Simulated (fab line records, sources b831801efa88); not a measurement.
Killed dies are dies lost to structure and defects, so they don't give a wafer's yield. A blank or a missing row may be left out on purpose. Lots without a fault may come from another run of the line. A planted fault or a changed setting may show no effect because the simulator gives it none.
fab line records | flow sky130
record lots=24 wafers=72 last_day=50
route steps=708 shown CAPM@549 METAL3@565 VIA3@596 METAL4@600 CAP2M@617 METAL5@661
lots that met no fault: from a run of the same line without faults
start_h: hours from the record's first day to the start of the lot's first wafer shown | wait_h: hours since the lot's step before | " the same as in the row above | L1.1+2: a row that stands for several wafers | - no value, or no start given | * or withheld: withheld | < > ~ a bound
route shown NAME@n: a module of which the file shows steps, and the number in the route of the first | usual: mean/standard deviation of fault-free wafers | same: alike in all rows | chamber/n: place in a boat | sites: the reading at each site | _std_site: their standard deviation | _edge_site: outer sites' mean less inner sites' | radius_mm: how far each site lies from the wafer's centre | mask NAME#n: copy n | behind: the tool/chamber that last shaped the wafer | hold: why the lot was held/for how many hours/how that ended | device: the transistor (n, p or np) that didn't switch | end of line: the same wafers' tests at the end of the route | a step without rows: its recipe alone | killed: dies lost to structure and defects at the first sort, not the wafer's yield | map: a wafer's dies, x killed, . not, _ none there
set.NAME: the setting as run; set.NAME@STEP: as run at that earlier step | model.NAME: the simulator's own value behind a step, which no gauge read
steps of the route over a sample of lots; a table a step, a row a wafer
services: from which hour (start_h, from the record's first day; less than 0 if before it) a tool's chamber was out of use, for how many hours, and why
## steps
# step SKY_CAPM_OVL_MEAS_12
# usual CAPM_OVL=0.3/1.4
# columns lot.wafer tool chamber start_h wait_h CAPM_OVL[nm]
L074.2 overlay-01 - 888.68 0.1 -1.4
L074.4 " - " " 0.8
L074.6 " - " " 0.5
L075.1 overlay-01 - 889.58 0.1 0.5
L075.3 " - " " 0.3
L075.4 " - " " 2.9
L076.2 overlay-02 - 891.14 0.1 0.9
L076.3 " - " " -0.9
L076.4 " - " " 0.7
L078.1 overlay-02 - 911.98 0.1 1.1
L078.5 " - " " 2.2
L078.6 " - " " 3.0
L077.2 overlay-01 - 913.25 0.1 -1.6
L077.3 " - " " 1.3
L077.5 " - " " 1.0
L080.1 overlay-01 - 921.15 0.1 0.9
L080.4 " - " " 0.3
L080.6 " - " " 0.8
L079.2 overlay-01 - 922.39 0.1 2.0
L079.3 " - " " 1.0
L079.5 " - " " 0.1
L081.2 overlay-02 - 928.43 0.1 1.4
L081.3 " - " " -0.8
L081.6 " - " " 0.7
L082.2 overlay-01 - 931.49 0.1 0.6
L082.4 " - " " -2.2
L082.5 " - " " -0.9
L083.4 overlay-02 - 942.90 0.1 1.1
L083.5 " - " " -0.3
L083.6 " - " " 0.4
L084.3 overlay-02 - 946.52 0.1 -1.0
L084.4 " - " " -2.5
L084.5 " - " " -0.9
L085.1 overlay-01 - 954.95 0.1 -0.9
L085.4 " - " " -1.6
L085.5 " - " " 1.4
L087.1 overlay-02 - 961.50 0.1 -1.7
L087.2 " - " " 0.2
L087.4 " - " " -1.1
L086.4 overlay-02 - 963.85 0.1 0.0
L086.5 " - " " 0.2
L086.6 " - " " -0.3
L088.1 overlay-01 - 965.18 0.1 -0.7
L088.5 " - " " -0.7
L088.6 " - " " 1.7
L089.1 overlay-02 - 971.20 0.1 -1.0
L089.4 " - " " 2.0
L089.5 " - " " 1.4
L090.1 overlay-02 - 982.43 0.1 1.4
L090.4 " - " " 1.8
L090.5 " - " " -0.9
L091.2 overlay-02 - 1002.23 0.1 1.3
L091.3 " - " " 0.0
L091.5 " - " " -0.1
L092.1 overlay-01 - 1003.83 0.1 -0.5
L092.2 " - " " 1.1
L092.4 " - " " -2.5
L093.3 overlay-02 - 1010.51 0.1 -0.3
L093.4 " - " " -1.3
L093.6 " - " " -0.3
L094.1 overlay-02 - 1011.83 0.1 -1.0
L094.4 " - " " -1.5
L094.5 " - " " -1.8
L095.1 overlay-02 - 1024.78 0.1 0.0
L095.5 " - " " -0.1
L095.6 " - " " 0.4
L096.2 overlay-02 - 1029.66 0.1 1.2
L096.3 " - " " 1.5
L096.6 " - " " 0.8
L097.1 overlay-02 - 1030.30 0.1 0.7
L097.4 " - " " 3.1
L097.6 " - " " 2.6
# step SKY_METAL3_DESCUM_15
# recipe chemistry=O2 source_power_w=150 bias_power_w=0 pressure_mtorr=10 temp_c=40 time_s=8
# usual drypump_motor_current_A=5.8/0.33 oes_product_au=0.996/0.01
# columns lot.wafer tool chamber start_h wait_h drypump_motor_current_A oes_product_au rf_hours_counter_h
L074.2 rie_metal-01 0 915.01 0.0 5.7 0.997 5
L074.4 " 0 " " 5.7 0.988 -
L074.6 " 1 " " 5.9 1.001 -
L075.1 rie_metal-02 0 915.96 0.0 6.3 0.997 7
L075.3 " 0 " " 6.3 0.997 -
L075.4 " 0 " " 6.3 0.990 -
L076.2 rie_metal-01 1 916.66 0.0 5.9 1.008 15
L076.3 " 0 " " 5.7 0.978 -
L076.4 " 1 " " 5.9 0.994 -
L078.1 rie_metal-01 0 937.66 0.0 5.7 0.981 6
L078.5 " 0 " " 5.7 0.980 -
L078.6 " 1 " " 5.9 1.008 -
L077.2 rie_metal-02 1 939.03 0.0 5.3 0.982 1
L077.3 " 0 " " 6.3 0.985 -
L077.5 " 1 " " 5.3 0.995 -
L080.1 rie_metal-03 0 946.58 0.0 5.7 1.001 12
L080.4 " 1 " " 5.9 1.010 -
L080.6 " 1 " " 5.9 1.007 -
L079.2 rie_metal-01 1 947.58 0.0 5.9 1.005 16
L079.3 " 0 " " 5.7 0.982 -
L079.5 " 1 " " 5.9 1.007 -
L081.2 rie_metal-03 0 953.51 0.0 5.7 0.996 12
L081.3 " 1 " " 5.9 1.006 -
L081.6 " 0 " " 5.6 0.995 -
L082.2 rie_metal-02 0 956.74 0.0 6.3 0.992 9
L082.4 " 0 " " 6.3 0.997 -
L082.5 " 1 " " 5.3 0.993 -
L083.4 rie_metal-02 0 967.40 0.0 6.3 1.001 -
L083.5 " 0 " " 6.3 1.015 -
L083.6 " 1 " " 5.3 0.997 -
L084.3 rie_metal-02 1 971.19 0.0 5.3 0.992 -
L084.4 " 0 " " 6.3 1.011 -
L084.5 " 1 " " 5.3 0.986 -
L085.1 rie_metal-02 1 979.41 0.0 5.3 0.998 2
L085.4 " 0 " " 6.3 1.018 -
L085.5 " 0 " " 6.3 1.018 -
L087.1 rie_metal-01 0 986.43 0.0 5.7 0.992 9
L087.2 " 1 " " 5.9 1.003 19
L087.4 " 0 " " 5.7 0.987 -
L086.4 rie_metal-01 0 988.79 0.0 5.7 0.982 -
L086.5 " 1 " " 5.9 1.006 -
L086.6 " 0 " " 5.7 0.981 -
L088.1 rie_metal-02 0 989.53 0.0 6.3 1.017 11
L088.5 " 1 " " 5.3 1.003 -
L088.6 " 0 " " 6.3 1.012 -
L089.1 rie_metal-02 0 995.01 0.0 6.3 1.013 11
L089.4 " 1 " " 5.3 0.996 -
L089.5 " 0 " " 6.3 1.012 -
L090.1 rie_metal-03 0 1005.88 0.0 5.7 0.983 15
L090.4 " 0 " " 5.6 0.982 -
L090.5 " 1 " " 5.9 1.008 -
L091.2 rie_metal-03 0 1025.59 0.0 5.6 0.983 16
L091.3 " 1 " " 5.9 1.007 -
L091.5 " 1 " " 5.9 1.011 -
L092.1 rie_metal-03 0 1027.31 0.0 5.7 0.998 16
L092.2 " 1 " " 5.9 1.000 10
L092.4 " 0 " " 5.7 1.006 -
L093.3 rie_metal-01 0 1034.26 0.0 5.7 0.973 -
L093.4 " 0 " " 5.7 0.987 -
L093.6 " 0 " " 5.7 0.974 -
L094.1 rie_metal-02 0 1034.94 0.0 6.3 0.999 14
L094.4 " 1 " " 5.3 0.996 -
L094.5 " 0 " " 6.3 0.996 -
L095.1 rie_metal-02 1 1047.63 0.0 5.3 0.983 7
L095.5 " 0 " " 6.3 1.003 -
L095.6 " 1 " " 5.3 0.999 -
L096.2 rie_metal-03 0 1053.06 0.0 5.7 0.994 18
L096.3 " 1 " " 5.8 0.999 -
L096.6 " 0 " " 5.6 0.997 -
L097.1 rie_metal-01 0 1053.41 0.0 5.7 0.977 13
L097.4 " 0 " " 5.7 0.979 -
L097.6 " 1 " " 5.9 0.992 -
# step SKY_VIA3_THK_MEAS_23
# recipe thk_meas_gauge=xrf reads=W_of_VIA3_CVD_21
# usual VIA3_W_THK=379/8.5
# columns lot.wafer tool chamber start_h wait_h VIA3_W_THK[nm]
L074.2 film_metro-03 - 942.02 0.1 362
L074.4 " - " " 379
L074.6 " - " " 369
L075.1 film_metro-02 - 943.15 0.1 385
L075.3 " - " " 388
L075.4 " - " " 371
L076.2 film_metro-03 - 943.80 0.1 392
L076.3 " - " " 379
L076.4 " - " " 392
L078.1 film_metro-01 - 963.95 0.1 378
L078.5 " - " " 379
L078.6 " - " " 370
L077.2 film_metro-01 - 965.44 0.1 384
L077.3 " - " " 380
L077.5 " - " " 383
L080.1 film_metro-02 - 973.13 0.1 384
L080.4 " - " " 385
L080.6 " - " " 388
L079.2 film_metro-02 - 974.26 0.1 365
L079.3 " - " " 366
L079.5 " - " " 381
L081.2 film_metro-02 - 983.07 0.1 370
L081.3 " - " " 378
L081.6 " - " " 367
L082.2 film_metro-01 - 985.82 0.1 385
L082.4 " - " " 385
L082.5 " - " " 382
L083.4 film_metro-02 - 992.89 0.1 383
L083.5 " - " " 375
L083.6 " - " " 369
L084.3 film_metro-03 - 996.57 0.1 376
L084.4 " - " " 363
L084.5 " - " " 368
L085.1 film_metro-03 - 1005.60 0.1 374
L085.4 " - " " 375
L085.5 " - " " 379
L087.1 film_metro-03 - 1012.37 0.1 375
L087.2 " - " " 385
L087.4 " - " " 373
L086.4 film_metro-01 - 1014.49 0.1 373
L086.5 " - " " 382
L086.6 " - " " 385
L088.1 film_metro-02 - 1015.23 0.1 370
L088.5 " - " " 373
L088.6 " - " " 366
L089.1 film_metro-03 - 1020.20 0.1 389
L089.4 " - " " 396
L089.5 " - " " 377
L090.1 film_metro-01 - 1031.15 0.1 372
L090.4 " - " " 380
L090.5 " - " " 381
L091.2 film_metro-01 - 1050.76 0.1 367
L091.3 " - " " 364
L091.5 " - " " 363
L092.1 film_metro-03 - 1052.40 0.1 382
L092.2 " - " " 395
L092.4 " - " " 382
L093.3 film_metro-03 - 1058.58 0.1 390
L093.4 " - " " 387
L093.6 " - " " 388
L094.1 film_metro-01 - 1059.54 0.1 383
L094.4 " - " " 376
L094.5 " - " " 388
L095.1 film_metro-03 - 1071.48 0.1 394
L095.5 " - " " 389
L095.6 " - " " 396
L096.2 film_metro-01 - 1077.54 0.1 377
L096.3 " - " " 387
L096.6 " - " " 374
L097.1 film_metro-03 - 1077.75 0.1 386
L097.4 " - " " 379
L097.6 " - " " 388
# step SKY_METAL4_SPUTTER_02
# recipe material=AlCu target_thk_nm=735 power_w=10600 time_s=39.1 chamber_pressure_pa=0.4
# usual cathode_dc_power_W=10600/2.2 chamber_pressure_pa=0.3998/0.0008 throttle_valve_pct=29.5/1.1
# columns lot.wafer tool chamber start_h wait_h cathode_dc_power_W chamber_pressure_pa throttle_valve_pct
L074.2 pvd_sputter-02 - 942.42 0.0 10602 0.4009 29.1
L074.4 " - " " 10595 0.3999 30.6
L074.6 " - " " 10599 0.3995 30.2
L075.1 pvd_sputter-03 - 943.56 0.0 10600 0.3995 28.5
L075.3 " - " " 10601 0.3983 29.6
L075.4 " - " " 10600 0.4007 27.2
L076.2 pvd_sputter-02 - 944.20 0.0 10600 0.3996 30.6
L076.3 " - " " 10602 0.3994 29.6
L076.4 " - " " 10595 0.3988 30.4
L078.1 pvd_sputter-03 - 964.48 0.0 10603 0.3990 28.5
L078.5 " - " " 10599 0.3998 28.7
L078.6 " - " " 10600 0.3995 27.2
L077.2 pvd_sputter-03 - 965.84 0.0 10601 0.3995 29.4
L077.3 " - " " 10600 0.3995 30.2
L077.5 " - " " 10603 0.3980 28.6
L080.1 pvd_sputter-03 - 973.54 0.0 10601 0.4010 29.6
L080.4 " - " " 10602 0.3999 27.2
L080.6 " - " " 10602 0.4005 29.6
L079.2 pvd_sputter-03 - 974.66 0.0 10601 0.4006 30.4
L079.3 " - " " 10601 0.3999 28.8
L079.5 " - " " 10600 0.4006 30.5
L081.2 pvd_sputter-02 - 983.47 0.0 10598 0.3996 30.4
L081.3 " - " " 10598 0.3994 28.9
L081.6 " - " " 10601 0.4009 30.6
L082.2 pvd_sputter-04 - 986.23 0.0 10601 0.3992 30.3
L082.4 " - " " 10598 0.4000 31.0
L082.5 " - " " 10602 0.3994 30.8
L083.4 pvd_sputter-03 - 993.27 0.0 10596 0.3997 26.8
L083.5 " - " " 10606 0.4002 29.8
L083.6 " - " " 10600 0.4006 28.6
L084.3 pvd_sputter-03 - 996.95 0.0 10599 0.3991 29.6
L084.4 " - " " 10600 0.3980 29.9
L084.5 " - " " 10601 0.3990 27.1
L085.1 pvd_sputter-04 - 1006.00 0.0 10603 0.4004 30.1
L085.4 " - " " 10598 0.4004 30.1
L085.5 " - " " 10599 0.4006 28.0
L087.1 pvd_sputter-02 - 1012.78 0.0 10603 0.3992 29.1
L087.2 " - " " 10600 0.3994 30.3
L087.4 " - " " 10601 0.3994 30.3
L086.4 pvd_sputter-04 - 1014.98 0.0 10605 0.4014 30.2
L086.5 " - " " 10602 0.3999 27.8
L086.6 " - " " 10601 0.3993 31.0
L088.1 pvd_sputter-02 - 1015.64 0.0 10597 0.4001 30.3
L088.5 " - " " 10604 0.3994 29.1
L088.6 " - " " 10598 0.4013 29.6
L089.1 pvd_sputter-02 - 1020.61 0.0 10600 0.3982 30.1
L089.4 " - " " 10602 0.4011 29.3
L089.5 " - " " 10600 0.4012 30.6
L090.1 pvd_sputter-03 - 1031.56 0.0 10600 0.3998 27.3
L090.4 " - " " 10605 0.4010 29.3
L090.5 " - " " 10600 0.3992 30.4
L091.2 pvd_sputter-03 - 1051.16 0.0 10599 0.4003 29.3
L091.3 " - " " 10601 0.4010 28.7
L091.5 " - " " 10601 0.3996 29.4
L092.1 pvd_sputter-02 - 1052.81 0.0 10599 0.4009 30.1
L092.2 " - " " 10597 0.4003 29.1
L092.4 " - " " 10598 0.3997 30.4
L093.3 pvd_sputter-04 - 1058.97 0.0 10597 0.3994 30.9
L093.4 " - " " 10599 0.4005 30.2
L093.6 " - " " 10602 0.3986 31.0
L094.1 pvd_sputter-02 - 1059.95 0.0 10603 0.3995 29.8
L094.4 " - " " 10597 0.3979 30.6
L094.5 " - " " 10599 0.3990 30.1
L095.1 pvd_sputter-04 - 1071.89 0.0 10600 0.4007 28.1
L095.5 " - " " 10597 0.3998 31.2
L095.6 " - " " 10600 0.4002 28.3
L096.2 pvd_sputter-03 - 1077.94 0.0 10601 0.4004 27.3
L096.3 " - " " 10598 0.3988 30.2
L096.6 " - " " 10602 0.4005 30.0
L097.1 pvd_sputter-04 - 1078.16 0.0 10604 0.3982 30.8
L097.4 " - " " 10600 0.3991 28.2
L097.6 " - " " 10604 0.4005 31.2
# step SKY_CAP2M_STRIP_14
# recipe chemistry=O2/N2 power_w=1400 pressure_mtorr=1500 platen_temp_c=withheld o2_flow_sccm=3000 n2_flow_sccm=300 overash_fraction=0.5
# usual drypump_motor_current_A=5.6/0.39 n2_flow_sccm=300.1/0.88 oes_product_au=0.710/0.0048 strip_time_to_endpoint_s=12.68/0.042
# columns lot.wafer tool chamber start_h wait_h drypump_motor_current_A n2_flow_sccm oes_product_au rf_hours_counter_h strip_time_to_endpoint_s
L074.2 plasma_asher-02 1 966.21 0.1 5.2 302.1 0.711 23 12.66
L074.4 " 0 " " 5.6 298.5 0.700 - 12.69
L074.6 " 1 " " 5.3 299.9 0.717 - 12.69
L075.1 plasma_asher-04 0 968.11 0.1 6.0 298.6 0.707 82 12.77
L075.3 " 1 " " 6.5 300.4 0.715 - 12.75
L075.4 " 0 " " 6.0 299.9 0.707 - 12.76
L076.2 plasma_asher-02 0 968.46 0.1 5.6 299.7 0.711 23 12.68
L076.3 " 0 " " 5.6 298.9 0.702 - 12.71
L076.4 " 1 " " 5.3 300.8 0.709 - 12.66
L078.1 plasma_asher-01 0 988.71 0.1 6.0 299.7 0.715 113 12.71
L078.5 " 1 " " 5.3 302.0 0.705 - 12.70
L078.6 " 0 " " 6.0 299.4 0.713 - 12.71
L077.2 plasma_asher-02 0 989.51 0.1 5.6 299.5 0.716 26 12.61
L077.3 " 1 " " 5.3 299.6 0.711 - 12.68
L077.5 " 1 " " 5.3 299.7 0.704 - 12.63
L080.1 plasma_asher-02 1 996.86 0.1 5.2 300.0 0.705 27 12.68
L080.4 " 1 " " 5.3 300.2 0.712 - 12.66
L080.6 " 0 " " 5.6 301.2 0.711 - 12.75
L079.2 plasma_asher-02 1 998.16 0.1 5.3 301.3 0.716 27 12.59
L079.3 " 0 " " 5.6 300.0 0.717 - 12.62
L079.5 " 0 " " 5.6 299.8 0.712 - 12.59
L081.2 plasma_asher-01 1 1006.26 0.1 5.3 300.0 0.708 115 12.71
L081.3 " 1 " " 5.3 300.1 0.713 - 12.63
L081.6 " 0 " " 6.0 301.4 0.712 - 12.63
L082.2 plasma_asher-02 1 1009.41 0.1 5.3 301.0 0.719 28 12.63
L082.4 " 1 " " 5.3 302.1 0.705 - 12.66
L082.5 " 1 " " 5.3 301.3 0.707 - 12.72
L083.4 plasma_asher-02 1 1016.83 0.1 5.3 300.8 0.719 - 12.73
L083.5 " 1 " " 5.3 300.2 0.709 - 12.71
L083.6 " 0 " " 5.6 300.1 0.709 - 12.64
L084.3 plasma_asher-02 0 1020.48 0.1 5.7 301.0 0.709 - 12.69
L084.4 " 1 " " 5.3 300.3 0.714 - 12.65
L084.5 " 1 " " 5.3 300.8 0.708 - 12.65
L085.1 plasma_asher-02 0 1028.26 0.1 5.6 301.8 0.704 30 12.62
L085.4 " 0 " " 5.6 302.2 0.715 - 12.68
L085.5 " 0 " " 5.6 301.5 0.713 - 12.66
L087.1 plasma_asher-01 0 1035.62 0.1 6.0 301.1 0.716 118 12.67
L087.2 " 1 " " 5.2 299.2 0.705 118 12.68
L087.4 " 0 " " 6.0 301.0 0.699 - 12.68
L086.4 plasma_asher-02 1 1037.81 0.1 5.3 300.4 0.716 - 12.66
L086.5 " 0 " " 5.6 299.4 0.705 - 12.72
L086.6 " 1 " " 5.3 299.6 0.709 - 12.69
L088.1 plasma_asher-04 0 1037.99 0.1 6.0 299.9 0.705 89 12.65
L088.5 " 0 " " 6.0 300.8 0.707 - 12.67
L088.6 " 1 " " 6.5 299.7 0.706 - 12.70
L089.1 plasma_asher-04 1 1043.54 0.1 6.5 299.6 0.702 89 12.70
L089.4 " 0 " " 6.0 300.6 0.713 - 12.71
L089.5 " 1 " " 6.5 299.9 0.706 - 12.64
L090.1 plasma_asher-04 0 1053.66 0.1 6.0 300.0 0.710 90 12.66
L090.4 " 1 " " 6.5 299.4 0.706 - 12.66
L090.5 " 1 " " 6.5 299.4 0.719 - 12.68
L091.2 plasma_asher-01 0 1073.46 0.1 6.0 300.9 0.705 1 12.69
L091.3 " 0 " " 6.0 300.8 0.711 - 12.72
L091.5 " 1 " " 5.3 300.2 0.707 - 12.68
L092.1 plasma_asher-01 0 1074.56 0.1 6.0 299.7 0.717 1 12.67
L092.2 " 1 " " 5.3 300.9 0.716 1 12.64
L092.4 " 1 " " 5.3 300.4 0.711 - 12.74
L093.3 plasma_asher-02 1 1080.65 0.1 5.2 300.7 0.710 - 12.64
L093.4 " 0 " " 5.6 299.9 0.710 - 12.67
L093.6 " 1 " " 5.2 300.0 0.706 - 12.69
L094.1 plasma_asher-01 1 1080.99 0.1 5.3 299.5 0.711 2 12.72
L094.4 " 1 " " 5.3 299.1 0.713 - 12.72
L094.5 " 1 " " 5.3 299.7 0.713 - 12.72
L095.1 plasma_asher-01 1 1093.16 0.1 5.3 300.0 0.712 3 12.61
L095.5 " 0 " " 6.0 299.8 0.710 - 12.65
L095.6 " 1 " " 5.3 299.8 0.708 - 12.68
L096.2 plasma_asher-02 1 1097.46 0.1 5.2 299.8 0.710 37 12.62
L096.3 " 0 " " 5.6 299.3 0.706 - 12.64
L096.6 " 1 " " 5.2 299.9 0.707 - 12.64
L097.1 plasma_asher-01 1 1098.49 0.1 5.3 300.2 0.716 3 12.76
L097.4 " 0 " " 6.0 298.7 0.715 - 12.71
L097.6 " 1 " " 5.3 299.0 0.701 - 12.73
# step SKY_METAL5_SPUTTER_00
# recipe material=Ti target_thk_nm=15 power_w=3000 time_s=10 chamber_pressure_pa=0.4
# usual cathode_dc_power_W=3000.0/0.57 chamber_pressure_pa=0.4001/0.00075 throttle_valve_pct=30.1/0.88
# columns lot.wafer tool chamber start_h wait_h cathode_dc_power_W chamber_pressure_pa throttle_valve_pct
L074.2 pvd_sputter-01 - 1015.71 0.1 2998.9 0.4009 30.0
L074.4 " - " " 2999.7 0.4006 30.5
L074.6 " - " " 3000.1 0.4007 30.5
L075.1 pvd_sputter-04 - 1017.79 0.2 2999.8 0.3992 28.0
L075.3 " - " " 3000.6 0.4001 30.4
L075.4 " - " " 3000.1 0.4009 30.7
L076.2 pvd_sputter-01 - 1018.09 0.2 3001.0 0.3988 30.5
L076.3 " - " " 2999.8 0.3990 31.2
L076.4 " - " " 2999.9 0.4010 30.5
L078.1 pvd_sputter-04 - 1038.42 0.2 2999.3 0.4007 30.3
L078.5 " - " " 2999.6 0.3997 31.2
L078.6 " - " " 3000.6 0.4000 30.8
L077.2 pvd_sputter-04 - 1038.72 0.2 3000.8 0.4007 30.6
L077.3 " - " " 3000.4 0.4012 30.1
L077.5 " - " " 2999.9 0.3998 31.0
L080.1 pvd_sputter-01 - 1046.45 0.2 3000.0 0.4006 31.2
L080.4 " - " " 3000.4 0.3993 30.3
L080.6 " - " " 3000.9 0.4015 30.9
L079.2 pvd_sputter-02 - 1047.55 0.1 3000.1 0.4012 30.7
L079.3 " - " " 3000.1 0.4008 29.9
L079.5 " - " " 3000.9 0.4007 29.7
L081.2 pvd_sputter-04 - 1054.02 0.2 2999.9 0.3988 28.0
L081.3 " - " " 2999.0 0.3980 30.5
L081.6 " - " " 3000.6 0.4000 28.0
L082.2 pvd_sputter-01 - 1057.27 0.2 2999.6 0.3998 31.1
L082.4 " - " " 2999.6 0.4007 30.3
L082.5 " - " " 3000.1 0.3998 30.4
L083.4 pvd_sputter-04 - 1065.01 0.1 2999.5 0.3992 27.9
L083.5 " - " " 3000.6 0.4010 28.2
L083.6 " - " " 2999.5 0.4006 30.4
L084.3 pvd_sputter-04 - 1068.82 0.1 2999.6 0.3993 30.3
L084.4 " - " " 3001.0 0.4008 31.1
L084.5 " - " " 2999.7 0.3993 30.2
L085.1 pvd_sputter-01 - 1075.02 0.2 3000.2 0.3997 30.5
L085.4 " - " " 3000.0 0.3989 31.3
L085.5 " - " " 2999.8 0.3992 31.1
L087.1 pvd_sputter-04 - 1082.19 0.2 2999.9 0.4010 28.1
L087.2 " - " " 3000.3 0.3995 30.9
L087.4 " - " " 3000.1 0.3999 30.4
L086.4 pvd_sputter-01 - 1084.96 0.1 3000.8 0.3998 30.4
L086.5 " - " " 3000.0 0.3996 30.7
L086.6 " - " " 3001.1 0.3999 29.8
L088.1 pvd_sputter-04 - 1085.55 0.2 3000.0 0.3993 30.1
L088.5 " - " " 2999.6 0.3990 27.6
L088.6 " - " " 3000.7 0.4007 31.0
L089.1 pvd_sputter-02 - 1090.43 0.1 2999.2 0.4002 29.9
L089.4 " - " " 3000.3 0.3996 29.2
L089.5 " - " " 2999.6 0.4000 30.4
L090.1 pvd_sputter-01 - 1102.56 0.2 3000.0 0.3995 30.5
L090.4 " - " " 3000.0 0.4006 30.2
L090.5 " - " " 3000.1 0.4003 30.5
L091.2 pvd_sputter-01 - 1121.24 0.2 3000.3 0.3997 30.5
L091.3 " - " " 3000.2 0.4002 31.0
L091.5 " - " " 2999.9 0.3996 30.2
L092.1 pvd_sputter-02 - 1122.43 0.1 3000.4 0.3989 29.1
L092.2 " - " " 2999.5 0.3995 30.2
L092.4 " - " " 3000.3 0.3989 30.2
L093.3 pvd_sputter-02 - 1125.32 0.1 3000.7 0.3991 30.2
L093.4 " - " " 2999.7 0.4012 28.9
L093.6 " - " " 3000.0 0.4000 29.3
L094.1 pvd_sputter-01 - 1125.62 0.2 3000.1 0.4003 31.3
L094.4 " - " " 3000.8 0.4003 30.0
L094.5 " - " " 2999.0 0.3999 30.6
L095.1 pvd_sputter-04 - 1136.95 0.2 3000.5 0.4004 30.3
L095.5 " - " " 3000.9 0.4001 30.5
L095.6 " - " " 2999.8 0.4005 27.8
L096.2 pvd_sputter-04 - 1138.88 0.2 3000.9 0.4004 30.2
L096.3 " - " " 3000.2 0.4002 30.8
L096.6 " - " " 3001.5 0.4004 31.0
L097.1 pvd_sputter-02 - 1139.48 0.1 3000.6 0.4002 29.4
L097.4 " - " " 3000.7 0.3998 30.5
L097.6 " - " " 2999.7 0.4008 30.1
## services
# columns tool chamber start_h hours kind
pvd_sputter-01 - 896.56 1.6 repair
plasma_asher-04 - 901.03 2.8 repair
pvd_sputter-01 - 913.08 15.4 repair
pvd_sputter-03 - 918.28 13.5 repair
pvd_sputter-01 - 937.92 5.3 repair
plasma_asher-01 - 938.68 2.8 pm
pvd_sputter-02 - 949.04 2.1 repair
pvd_sputter-02 - 953.54 2.9 repair
pvd_sputter-04 3 998.09 - consumable_replace:kit
pvd_sputter-04 3 998.09 18.0 scheduled_down
pvd_sputter-04 3 998.09 18.0 vent_cycle
rie_metal-01 - 1011.47 0.9 repair
pvd_sputter-03 - 1011.69 15.9 repair
plasma_asher-01 - 1055.25 9.0 pm
pvd_sputter-01 - 1065.69 2.4 repair
pvd_sputter-04 2 1085.72 - consumable_replace:kit
pvd_sputter-04 2 1085.72 18.0 scheduled_down
rie_metal-01 - 1100.28 2.2 repair
pvd_sputter-02 - 1101.51 16.3 repair
pvd_sputter-01 - 1109.62 5.3 repair
pvd_sputter-04 - 1124.32 4.9 repair
plasma_asher-04 - 1126.01 2.8 pm
pvd_sputter-02 - 1135.23 1.8 repair
rie_metal-01 - 1135.32 1.2 repair
## key
fault none
